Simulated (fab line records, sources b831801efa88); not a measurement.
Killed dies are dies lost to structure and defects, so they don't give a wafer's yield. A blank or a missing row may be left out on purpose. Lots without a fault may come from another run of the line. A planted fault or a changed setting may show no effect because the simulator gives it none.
Tool commonality check | flow sky130 | 11 lots, 33 wafers sampled

WHY IT WAS OPENED
At SKY_SD_N_RS_MEAS_16 the reading SD_N_RS is flagged on 2 of 11 lots. Wafers without a fault read 68.67 ohm/sq, standard deviation 0.17.
Rule: a lot is flagged when every wafer of it that has a number lies more than 4 standard deviations from that mean, or none has a number. The other lots count as sound.

lot  | measured     | on            | SD_N_RS (ohm/sq), wafer by wafer | flag
L527 | day 28 02:17 | film_metro-01 | 68.51 68.62 68.69                |
L530 | day 29 03:39 | film_metro-03 | 68.85 68.80 68.88                |
L531 | day 29 06:58 | film_metro-03 | 69.06 68.73 68.72                |
L533 | day 29 20:22 | film_metro-01 | 68.55 68.61 68.51                |
L534 | day 31 01:31 | film_metro-03 | 68.81 68.84 68.91                |
L535 | day 31 04:03 | film_metro-03 | 76.54 76.53 76.43                | FLAGGED
L536 | day 31 05:28 | film_metro-03 | 68.70 68.89 68.81                |
L538 | day 31 13:07 | film_metro-03 | 76.80 76.47 76.53                | FLAGGED
L546 | day 34 03:00 | film_metro-02 | 68.47 68.34 68.51                |
L547 | day 34 09:14 | film_metro-01 | 68.45 68.66 68.59                |
L549 | day 35 10:03 | film_metro-03 | 68.71 68.75 68.78                |
The numbers of the flagged lots are 76.55 ohm/sq on average: +7.88 ohm/sq against the usual, or +46 standard deviations.

WHICH TOOL RAN EACH LOT
The record holds 3 process steps before the reading, out of a route of 708 steps. In each cell: the tool, then ch and the chambers that the sampled wafers went through, then the start.
lot  | flag    | SKY_VT_ADJUST_NCORE_STRIP_10         | SKY_SD_N_IMPLANT_09             | SKY_SD_N_STRIP_11
L527 |         | plasma_asher-03 ch 0, day 8 16:32    | implanter-01 ch 0, day 28 01:35 | plasma_asher-01 ch 0,1, day 28 01:53
L530 |         | plasma_asher-03 ch 0, day 9 14:47    | implanter-01 ch 0, day 29 02:58 | plasma_asher-03 ch 1, day 29 03:14
L531 |         | plasma_asher-01 ch 0,1, day 9 20:14  | implanter-01 ch 0, day 29 06:17 | plasma_asher-02 ch 0,1, day 29 06:34
L533 |         | plasma_asher-03 ch 0,1, day 10 07:59 | implanter-03 ch 0, day 29 19:41 | plasma_asher-01 ch 0,1, day 29 19:59
L534 |         | plasma_asher-04 ch 0,1, day 10 20:46 | implanter-03 ch 0, day 31 00:50 | plasma_asher-02 ch 0,1, day 31 01:07
L535 | FLAGGED | plasma_asher-04 ch 0,1, day 10 23:08 | implanter-03 ch 0, day 31 03:19 | plasma_asher-01 ch 0,1, day 31 03:35
L536 |         | plasma_asher-01 ch 0,1, day 11 09:05 | implanter-01 ch 0, day 31 04:47 | plasma_asher-03 ch 0,1, day 31 05:04
L538 | FLAGGED | plasma_asher-03 ch 0,1, day 11 17:47 | implanter-03 ch 0, day 31 12:26 | plasma_asher-02 ch 0,1, day 31 12:43
L546 |         | plasma_asher-03 ch 0,1, day 14 01:27 | implanter-01 ch 0, day 34 02:19 | plasma_asher-02 ch 0,1, day 34 02:37
L547 |         | plasma_asher-03 ch 0,1, day 14 10:08 | implanter-04 ch 0, day 34 08:32 | plasma_asher-02 ch 0,1, day 34 08:50
L549 |         | plasma_asher-03 ch 0,1, day 15 07:08 | implanter-01 ch 0, day 35 09:22 | plasma_asher-02 ch 0,1, day 35 09:38
What these steps do:
- SKY_VT_ADJUST_NCORE_STRIP_10: strips in O2/N2.
- SKY_SD_N_IMPLANT_09
- SKY_SD_N_STRIP_11: strips in O2/N2.
- SKY_SD_N_RS_MEAS_16: measures by four-point-probe.

FLAGGED OVER TOTAL, TOOL BY TOOL (the gauges that took the reading come last)
step                         | tool            | lots run | flagged | share of the flagged lots | sound lots run after its first flagged lot
SKY_VT_ADJUST_NCORE_STRIP_10 | plasma_asher-01 | 2        | 0       | none                      | -
SKY_VT_ADJUST_NCORE_STRIP_10 | plasma_asher-03 | 7        | 1       | some                      | 3 (L546,L547,L549)
SKY_VT_ADJUST_NCORE_STRIP_10 | plasma_asher-04 | 2        | 1       | some                      | 0
SKY_SD_N_IMPLANT_09          | implanter-01    | 6        | 0       | none                      | -
SKY_SD_N_IMPLANT_09          | implanter-03    | 4        | 2       | all                       | 0
SKY_SD_N_IMPLANT_09          | implanter-04    | 1        | 0       | none                      | -
SKY_SD_N_STRIP_11            | plasma_asher-01 | 3        | 1       | some                      | 0
SKY_SD_N_STRIP_11            | plasma_asher-02 | 6        | 1       | some                      | 3 (L546,L547,L549)
SKY_SD_N_STRIP_11            | plasma_asher-03 | 2        | 0       | none                      | -
SKY_SD_N_RS_MEAS_16          | film_metro-01   | 3        | 0       | none                      | -
SKY_SD_N_RS_MEAS_16          | film_metro-02   | 1        | 0       | none                      | -
SKY_SD_N_RS_MEAS_16          | film_metro-03   | 7        | 2       | all                       | 2 (L536,L549)

WHAT THE TABLE ALLOWS
2 rows of the table ran every flagged lot: implanter-03 at SKY_SD_N_IMPLANT_09, film_metro-03 at SKY_SD_N_RS_MEAS_16.
- implanter-03 at SKY_SD_N_IMPLANT_09: 2 of its 4 lots flagged. Its last sound lot is L534 (day 31 00:50), its first flagged lot L535 (day 31 03:19): a fault that began between those two fits. Its own readings lie more than 4 standard deviations out on every wafer of the flagged lots: beam_on_s, dose_ions_cm2.
- film_metro-03 at SKY_SD_N_RS_MEAS_16: 2 of its 7 lots flagged. Sound lots ran on it after the first flagged one (L536, L549), which a lasting fault on the whole tool wouldn't allow.
One tool is left: implanter-03 at SKY_SD_N_IMPLANT_09.

WHAT THE SIMULATOR HAD PUT IN
Process parameter drift: implanter-03, from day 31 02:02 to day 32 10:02, at SKY_SD_N_IMPLANT_09. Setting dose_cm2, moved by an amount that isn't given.
Lots struck among those shown: L535, L538. The rule above found the same.
